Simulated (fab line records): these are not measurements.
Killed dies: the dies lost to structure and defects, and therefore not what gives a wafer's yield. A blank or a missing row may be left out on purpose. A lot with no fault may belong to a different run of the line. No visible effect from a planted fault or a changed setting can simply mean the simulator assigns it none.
fab line records | flow gf180mcu
record lots=12 | wafers=34 | lastDay=32
route steps=602 shown V3@454 V4@500 TOP_METAL@569 PASSIVATION@588
lots with no fault: from the same line, run without faults
startH: the number of hours between the record's first day and the start of the first shown wafer of the lot | waitH: hours from the lot's prior step to this one | " repeats the value in the row above | L1.1+2: a single row standing in for several wafers | - either no value or no given start | * or withheld: withheld | < > ~ a bound
route shown NAME@n: a module of which the file shows steps, and the number in the route of the first | usual: mean/standard deviation of fault-free wafers | same: alike in all rows | chamber/n: place in a boat | sites: each site's reading | _std_site: standard deviation of those values | _edge_site: the outer-site mean with the inner-site mean subtracted | radiusMm: how far each site lies from the wafer's centre | mask NAME#n: copy n | behind: the last tool/chamber to shape the wafer | hold: what put the lot on hold/how long, in hours/how the hold closed | device: the n, p or np transistor that did not switch | end of line: tests run on the same wafers once the route is complete | a step without rows: its recipe alone | killed: dies lost to structure and defects at the first sort, not the wafer's yield | map: the dies of a wafer, with x for killed, . for not killed, _ for no die there
set.NAME: the setting that was run; set.NAME@STEP: the one run at that earlier step | model.NAME: the simulator's own value behind a step, which no gauge read
steps of the route over a sample of lots; a table a step, a row a wafer
services: when a tool's chamber went out of use (startH, in hours from the record's first day, below 0 if earlier), for how many hours, and the reason
## steps
# step GF_V3_THK_MEAS_25
# recipe thkMeasGauge=xrf | reads=W_of_V3_CVD_23
# usual V3_W_THK=347/5.4
lot.wafer | tool         | chamber | startH | waitH | V3_W_THK[nm]
L536.4    | filmMetro-04 | -       | 507.59 | 0.1   | 351
L536.5    | "            | -       | "      | "     | 350
L536.6    | "            | -       | "      | "     | 350
L537.1    | filmMetro-01 | -       | 516.34 | 0.1   | 346
L537.2    | "            | -       | "      | "     | 357
L537.4    | "            | -       | "      | "     | 350
L538.2    | filmMetro-02 | -       | 525.40 | 0.1   | 344
L538.3    | "            | -       | "      | "     | 350
L538.6    | "            | -       | "      | "     | 350
L540.5    | filmMetro-04 | -       | 539.75 | 0.1   | 341
L540.6    | "            | -       | "      | "     | 347
L543.1    | filmMetro-02 | -       | 584.61 | 0.1   | 343
L543.2    | "            | -       | "      | "     | 345
L543.5    | "            | -       | "      | "     | 348
L544.1    | filmMetro-02 | -       | 585.91 | 0.1   | 344
L544.4    | "            | -       | "      | "     | 348
L544.5    | "            | -       | "      | "     | 347
L545.1    | filmMetro-01 | -       | 596.99 | 0.1   | 349
L545.3    | "            | -       | "      | "     | 351
L545.6    | "            | -       | "      | "     | 351
L546.2    | filmMetro-04 | -       | 617.78 | 0.1   | 337
L546.4    | "            | -       | "      | "     | 337
L546.5    | "            | -       | "      | "     | 340
L547.4    | filmMetro-04 | -       | 626.03 | 0.1   | 345
L547.5    | "            | -       | "      | "     | 343
L549.1    | filmMetro-02 | -       | 636.47 | 0.1   | 343
L549.3    | "            | -       | "      | "     | 342
L549.5    | "            | -       | "      | "     | 344
L548.2    | filmMetro-04 | -       | 637.87 | 0.1   | 344
L548.5    | "            | -       | "      | "     | 344
L548.6    | "            | -       | "      | "     | 345
L550.1    | filmMetro-02 | -       | 640.37 | 0.1   | 348
L550.4    | "            | -       | "      | "     | 350
L550.6    | "            | -       | "      | "     | 347
# step GF_V4_RS_MEAS_24
# recipe thkMeasGauge=four-point-probe | reads=W_of_V4_CVD_23+TiN_of_V4_SPUTTER_22+Ti_of_V4_SPUTTER_21
# usual V4_W_RS=0.326/0.0036
lot.wafer | tool         | chamber | startH | waitH | V4_W_RS[ohm/sq]
L536.4    | filmMetro-01 | -       | 556.51 | 0.1   | 0.331
L536.5    | "            | -       | "      | "     | 0.332
L536.6    | "            | -       | "      | "     | 0.330
L537.1    | filmMetro-04 | -       | 564.41 | 0.1   | 0.330
L537.2    | "            | -       | "      | "     | 0.334
L537.4    | "            | -       | "      | "     | 0.331
L538.2    | filmMetro-04 | -       | 572.67 | 0.1   | 0.331
L538.3    | "            | -       | "      | "     | 0.330
L538.6    | "            | -       | "      | "     | 0.334
L540.5    | filmMetro-03 | -       | 586.33 | 0.1   | 0.325
L540.6    | "            | -       | "      | "     | 0.327
L543.1    | filmMetro-03 | -       | 629.11 | 0.1   | 0.325
L543.2    | "            | -       | "      | "     | 0.320
L543.5    | "            | -       | "      | "     | 0.322
L544.1    | filmMetro-01 | -       | 631.02 | 0.1   | 0.321
L544.4    | "            | -       | "      | "     | 0.323
L544.5    | "            | -       | "      | "     | 0.329
L545.1    | filmMetro-04 | -       | 641.24 | 0.1   | 0.324
L545.3    | "            | -       | "      | "     | 0.325
L545.6    | "            | -       | "      | "     | 0.326
L546.2    | filmMetro-04 | -       | 660.77 | 0.1   | 0.319
L546.4    | "            | -       | "      | "     | 0.324
L546.5    | "            | -       | "      | "     | 0.322
L547.4    | filmMetro-03 | -       | 668.63 | 0.1   | 0.321
L547.5    | "            | -       | "      | "     | 0.321
L549.1    | filmMetro-04 | -       | 678.97 | 0.1   | 0.324
L549.3    | "            | -       | "      | "     | 0.329
L549.5    | "            | -       | "      | "     | 0.325
L548.2    | filmMetro-01 | -       | 679.76 | 0.1   | 0.322
L548.5    | "            | -       | "      | "     | 0.325
L548.6    | "            | -       | "      | "     | 0.325
L550.1    | filmMetro-01 | -       | 682.02 | 0.1   | 0.325
L550.4    | "            | -       | "      | "     | 0.318
L550.6    | "            | -       | "      | "     | 0.320
# step GF_TOP_METAL_SPUTTER_02
# recipe material=AlCu | targetThkNm=900 | powerW=10600 | chamberPressurePa=0.3 | substrateTempC=250 | gas=Ar | timeS=47.82
# usual throttleValvePct=29.6/1.3
lot.wafer | tool          | chamber | startH | waitH | throttleValvePct
L536.4    | pvdSputter-01 | -       | 624.51 | 0.0   | 27.2
L536.5    | "             | -       | "      | "     | 29.4
L536.6    | "             | -       | "      | "     | 30.1
L537.1    | pvdSputter-03 | -       | 632.92 | 0.0   | 28.4
L537.2    | "             | -       | "      | "     | 29.9
L537.4    | "             | -       | "      | "     | 32.4
L538.2    | pvdSputter-01 | -       | 639.57 | 0.0   | 29.2
L538.3    | "             | -       | "      | "     | 27.1
L538.6    | "             | -       | "      | "     | 27.4
L540.5    | pvdSputter-02 | -       | 651.17 | 0.0   | 28.2
L540.6    | "             | -       | "      | "     | 30.2
L543.1    | pvdSputter-02 | -       | 691.09 | 0.0   | 30.9
L543.2    | "             | -       | "      | "     | 29.9
L543.5    | "             | -       | "      | "     | 28.2
L544.1    | pvdSputter-03 | -       | 692.82 | 0.0   | 32.1
L544.4    | "             | -       | "      | "     | 29.9
L544.5    | "             | -       | "      | "     | 32.2
L545.1    | pvdSputter-02 | -       | 703.47 | 0.0   | 28.4
L545.3    | "             | -       | "      | "     | 31.3
L545.6    | "             | -       | "      | "     | 31.4
L546.2    | pvdSputter-02 | -       | 720.64 | 0.0   | 30.2
L546.4    | "             | -       | "      | "     | 30.3
L546.5    | "             | -       | "      | "     | 30.3
L547.4    | pvdSputter-02 | -       | 726.54 | 0.0   | 31.2
L547.5    | "             | -       | "      | "     | 29.8
L549.1    | pvdSputter-01 | -       | 738.28 | 0.0   | 28.9
L549.3    | "             | -       | "      | "     | 30.0
L549.5    | "             | -       | "      | "     | 30.1
L548.2    | pvdSputter-02 | -       | 739.01 | 0.0   | 30.4
L548.5    | "             | -       | "      | "     | 30.1
L548.6    | "             | -       | "      | "     | 28.3
L550.1    | pvdSputter-02 | -       | 740.57 | 0.0   | 30.1
L550.4    | "             | -       | "      | "     | 28.0
L550.6    | "             | -       | "      | "     | 30.4
# step GF_TOP_METAL_RS_MEAS_05
# recipe thkMeasGauge=four-point-probe | reads=TiN_of_TOP_METAL_SPUTTER_04+Ti_of_TOP_METAL_SPUTTER_03+AlCu_of_TOP_METAL_SPUTTER_02+TiN_of_TOP_METAL_SPUTTER_01+Ti_of_TOP_METAL_SPUTTER_00
# usual TOP_METAL_ALCU_RS=0.0327/0.00042
lot.wafer | tool         | chamber | startH | waitH | TOP_METAL_ALCU_RS[ohm/sq]
L536.4    | filmMetro-02 | -       | 624.66 | 0.1   | 0.0323
L536.5    | "            | -       | "      | "     | 0.0322
L536.6    | "            | -       | "      | "     | 0.0324
L537.1    | filmMetro-02 | -       | 633.01 | 0.0   | 0.0328
L537.2    | "            | -       | "      | "     | 0.0332
L537.4    | "            | -       | "      | "     | 0.0324
L538.2    | filmMetro-02 | -       | 639.68 | 0.0   | 0.0330
L538.3    | "            | -       | "      | "     | 0.0335
L538.6    | "            | -       | "      | "     | 0.0331
L540.5    | filmMetro-03 | -       | 651.32 | 0.1   | 0.0322
L540.6    | "            | -       | "      | "     | 0.0321
L543.1    | filmMetro-01 | -       | 691.18 | 0.0   | 0.0325
L543.2    | "            | -       | "      | "     | 0.0328
L543.5    | "            | -       | "      | "     | 0.0328
L544.1    | filmMetro-01 | -       | 692.91 | 0.0   | 0.0332
L544.4    | "            | -       | "      | "     | 0.0333
L544.5    | "            | -       | "      | "     | 0.0327
L545.1    | filmMetro-02 | -       | 703.56 | 0.0   | 0.0322
L545.3    | "            | -       | "      | "     | 0.0320
L545.6    | "            | -       | "      | "     | 0.0318
L546.2    | filmMetro-03 | -       | 720.75 | 0.0   | 0.0328
L546.4    | "            | -       | "      | "     | 0.0329
L546.5    | "            | -       | "      | "     | 0.0328
L547.4    | filmMetro-02 | -       | 726.69 | 0.1   | 0.0319
L547.5    | "            | -       | "      | "     | 0.0325
L549.1    | filmMetro-03 | -       | 738.37 | 0.0   | 0.0331
L549.3    | "            | -       | "      | "     | 0.0329
L549.5    | "            | -       | "      | "     | 0.0330
L548.2    | filmMetro-02 | -       | 739.12 | 0.0   | 0.0326
L548.5    | "            | -       | "      | "     | 0.0324
L548.6    | "            | -       | "      | "     | 0.0326
L550.1    | filmMetro-03 | -       | 740.66 | 0.0   | 0.0332
L550.4    | "            | -       | "      | "     | 0.0361
L550.6    | "            | -       | "      | "     | 0.0334
# step GF_TOP_METAL_THK_MEAS_06
# recipe thkMeasGauge=xrf | reads=AlCu_of_TOP_METAL_SPUTTER_02
# usual TOP_METAL_ALCU_THK=901/11
lot.wafer | tool         | chamber | startH | waitH | TOP_METAL_ALCU_THK[nm]
L536.4    | filmMetro-02 | -       | 624.75 | 0.1   | 909
L536.5    | "            | -       | "      | "     | 914
L536.6    | "            | -       | "      | "     | 907
L537.1    | filmMetro-02 | -       | 633.13 | 0.1   | 894
L537.2    | "            | -       | "      | "     | 887
L537.4    | "            | -       | "      | "     | 911
L538.2    | filmMetro-02 | -       | 639.79 | 0.1   | 893
L538.3    | "            | -       | "      | "     | 877
L538.6    | "            | -       | "      | "     | 884
L540.5    | filmMetro-03 | -       | 651.40 | 0.1   | 913
L540.6    | "            | -       | "      | "     | 920
L543.1    | filmMetro-01 | -       | 691.30 | 0.1   | 908
L543.2    | "            | -       | "      | "     | 907
L543.5    | "            | -       | "      | "     | 903
L544.1    | filmMetro-01 | -       | 693.03 | 0.1   | 896
L544.4    | "            | -       | "      | "     | 890
L544.5    | "            | -       | "      | "     | 909
L545.1    | filmMetro-02 | -       | 703.68 | 0.1   | 913
L545.3    | "            | -       | "      | "     | 917
L545.6    | "            | -       | "      | "     | 924
L546.2    | filmMetro-03 | -       | 720.86 | 0.1   | 900
L546.4    | "            | -       | "      | "     | 901
L546.5    | "            | -       | "      | "     | 904
L547.4    | filmMetro-02 | -       | 726.78 | 0.1   | 914
L547.5    | "            | -       | "      | "     | 903
L549.1    | filmMetro-03 | -       | 738.49 | 0.1   | 892
L549.3    | "            | -       | "      | "     | 893
L549.5    | "            | -       | "      | "     | 896
L548.2    | filmMetro-02 | -       | 739.23 | 0.1   | 901
L548.5    | "            | -       | "      | "     | 904
L548.6    | "            | -       | "      | "     | 901
L550.1    | filmMetro-03 | -       | 740.78 | 0.1   | 891
L550.4    | "            | -       | "      | "     | 819
L550.6    | "            | -       | "      | "     | 882
# step GF_PASSIVATION_THK_MEAS_01
# recipe reads=SiO2_of_PASSIVATION_CVD_00
# usual PASSIVATION_CVD_00_THK=1002/18
lot.wafer | tool         | chamber | startH | waitH | PASSIVATION_CVD_00_THK[nm]
L536.4    | filmMetro-01 | -       | 645.70 | 0.0   | 1028
L536.5    | "            | -       | "      | "     | 1035
L536.6    | "            | -       | "      | "     | 1017
L537.1    | filmMetro-03 | -       | 653.49 | 0.0   | 1021
L537.2    | "            | -       | "      | "     | 1015
L537.4    | "            | -       | "      | "     | 1016
L538.2    | filmMetro-03 | -       | 660.41 | 0.1   | 1004
L538.3    | "            | -       | "      | "     | 1009
L538.6    | "            | -       | "      | "     | 995
L540.5    | filmMetro-01 | -       | 670.96 | 0.0   | 1027
L540.6    | "            | -       | "      | "     | 1021
L543.1    | filmMetro-01 | -       | 710.06 | 0.1   | 980
L543.2    | "            | -       | "      | "     | 981
L543.5    | "            | -       | "      | "     | 1004
L544.1    | filmMetro-04 | -       | 711.91 | 0.1   | 963
L544.4    | "            | -       | "      | "     | 985
L544.5    | "            | -       | "      | "     | 972
L545.1    | filmMetro-04 | -       | 722.36 | 0.0   | 1016
L545.3    | "            | -       | "      | "     | 1006
L545.6    | "            | -       | "      | "     | 1016
L546.2    | filmMetro-04 | -       | 739.76 | 0.0   | 968
L546.4    | "            | -       | "      | "     | 995
L546.5    | "            | -       | "      | "     | 1002
L547.4    | filmMetro-04 | -       | 745.56 | 0.0   | 1000
L547.5    | "            | -       | "      | "     | 1017
L549.1    | filmMetro-01 | -       | 756.06 | 0.0   | 985
L549.3    | "            | -       | "      | "     | 1006
L549.5    | "            | -       | "      | "     | 1008
L548.2    | filmMetro-04 | -       | 756.48 | 0.1   | 979
L548.5    | "            | -       | "      | "     | 1001
L548.6    | "            | -       | "      | "     | 1000
L550.1    | filmMetro-04 | -       | 758.62 | 0.0   | 974
L550.4    | "            | -       | "      | "     | 1005
L550.6    | "            | -       | "      | "     | 989
## services
tool          | chamber | startH | hours | kind
pvdSputter-03 | -       | 603.77 | 6.6   | repair
pvdSputter-01 | 3       | 656.23 | -     | consumableReplace:kit
pvdSputter-01 | 3       | 656.23 | 18.0  | scheduledDown
pvdSputter-01 | 3       | 656.23 | 18.0  | ventCycle
pvdSputter-01 | -       | 663.93 | 5.5   | repair
pvdSputter-01 | -       | 665.68 | 7.3   | repair
pvdSputter-03 | 0       | 682.53 | -     | consumableReplace:kit
pvdSputter-03 | 0       | 682.53 | 18.0  | scheduledDown
pvdSputter-03 | 0       | 682.53 | 18.0  | ventCycle
pvdSputter-02 | 1       | 689.32 | -     | consumableReplace:kit
pvdSputter-02 | 1       | 689.32 | 18.0  | scheduledDown
pvdSputter-02 | 1       | 689.32 | 18.0  | ventCycle
pvdSputter-03 | -       | 702.86 | 1.3   | repair
pvdSputter-03 | -       | 738.22 | 5.3   | repair
## key
firstSign step=GF_TOP_METAL_RS_MEAS_05 | reading=TOP_METAL_ALCU_RS | direction=up | sigmas=8 | usual=0.0327 | struck=0.0361
effect step=GF_TOP_METAL_THK_MEAS_06 | reading=TOP_METAL_ALCU_THK | direction=down | sigmas=7.3 | usual=901 | struck=819
metAt GF_TOP_METAL_SPUTTER_02
struckLots L550
struckWafers L550.4
notActingAt GF_V3_THK_MEAS_25,GF_V4_RS_MEAS_24,GF_PASSIVATION_THK_MEAS_01
onsetBetween 739.01 740.57
fault kind=processParameterDrift | tool=pvdSputter-02 | chamber=- | onsetH=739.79 | steps=GF_TOP_METAL_SPUTTER_02 | channel=timeS | offset=* | shape=step | endH=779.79 | scope=struckWafersOnly | actsIn=* | stated=*
